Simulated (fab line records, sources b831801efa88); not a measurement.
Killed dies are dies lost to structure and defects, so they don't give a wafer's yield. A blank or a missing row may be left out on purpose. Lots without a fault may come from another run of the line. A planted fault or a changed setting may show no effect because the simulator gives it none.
Which tool did it? | flow sky130 | 24 lots, 72 wafers sampled, at 1 step of a route of 708

WHAT THE GAUGES READ, wafer by wafer
SKY_FIELD_ISO_BOW_MEAS_00.
lot  | measured    | on            | INCOMING_BOW (um)
L074 | day 1 10:00 | film_metro-04 | 4 -5 -2
L075 | day 1 15:00 | film_metro-03 | -3 5 5
L076 | day 1 20:00 | film_metro-03 | -5 5 -2
L077 | day 2 01:01 | film_metro-02 | 4 -12 -12
L078 | day 2 06:01 | film_metro-02 | -6 3 10
L079 | day 2 11:00 | film_metro-04 | -10 0 -9
L080 | day 2 16:02 | film_metro-02 | 8 5 1
L081 | day 2 21:01 | film_metro-02 | -6 3 13
L082 | day 3 02:01 | film_metro-03 | 5 -4 -9
L083 | day 3 07:02 | film_metro-04 | 8 5 -3
L084 | day 3 12:00 | film_metro-03 | 10 11 -15
L085 | day 3 17:00 | film_metro-02 | 4 -12 1
L086 | day 3 22:00 | film_metro-04 | 1 6 -5
L087 | day 4 03:00 | film_metro-02 | -4 7 5
L088 | day 4 08:04 | film_metro-04 | 4 -10 -8
L089 | day 4 13:00 | film_metro-03 | -6 10 7
L090 | day 4 18:02 | film_metro-03 | 2 -3 12
L091 | day 4 23:02 | film_metro-04 | -1 -7 7
L092 | day 5 04:00 | film_metro-02 | -10 -5 1
L093 | day 5 09:00 | film_metro-02 | 11 -1 10
L094 | day 5 14:01 | film_metro-02 | -14 8 10
L095 | day 5 19:01 | film_metro-04 | -1 8 -6
L096 | day 6 00:00 | film_metro-03 | 13 5 6
L097 | day 6 05:01 | film_metro-03 | -7 1 4

WHICH TOOL RAN EACH LOT (tool, then ch and the chambers of the sampled wafers, then the start)
The record holds no process step before these readings.

WHAT THE TOOLS THEMSELVES READ (means of the sampled wafers that have a number; where no wafer has one, the mark that the record gives instead)
The record holds no such reading with a usual standard deviation.

THE ANSWER, worked out from the rows above alone
Rule: what is usual is taken from the lots themselves. Put in order of their means at a reading, lots are off if they are a third of the lots or fewer, leave a main group of 4 or more, and stand apart from it by a gap of 3 or more times the standard deviation of the main group's means; of several such gaps the widest counts. A main group whose means are all the same, to the digits that the tables above print for the reading, isn't used. A lot without any number at a reading at which 4 lots or more have one is off too. The other lots that the step has rows for count as sound. The gauges are gone through in route order, then the tools' own readings, and for those a lot's mean is taken as printed above. The first step at which some lot is off is used, and at that step the reading that is off furthest; a lot without a number counts as furthest.
No lot is off at any reading shown: from this, nothing can be told.

WHAT THE SIMULATOR HAD PUT IN
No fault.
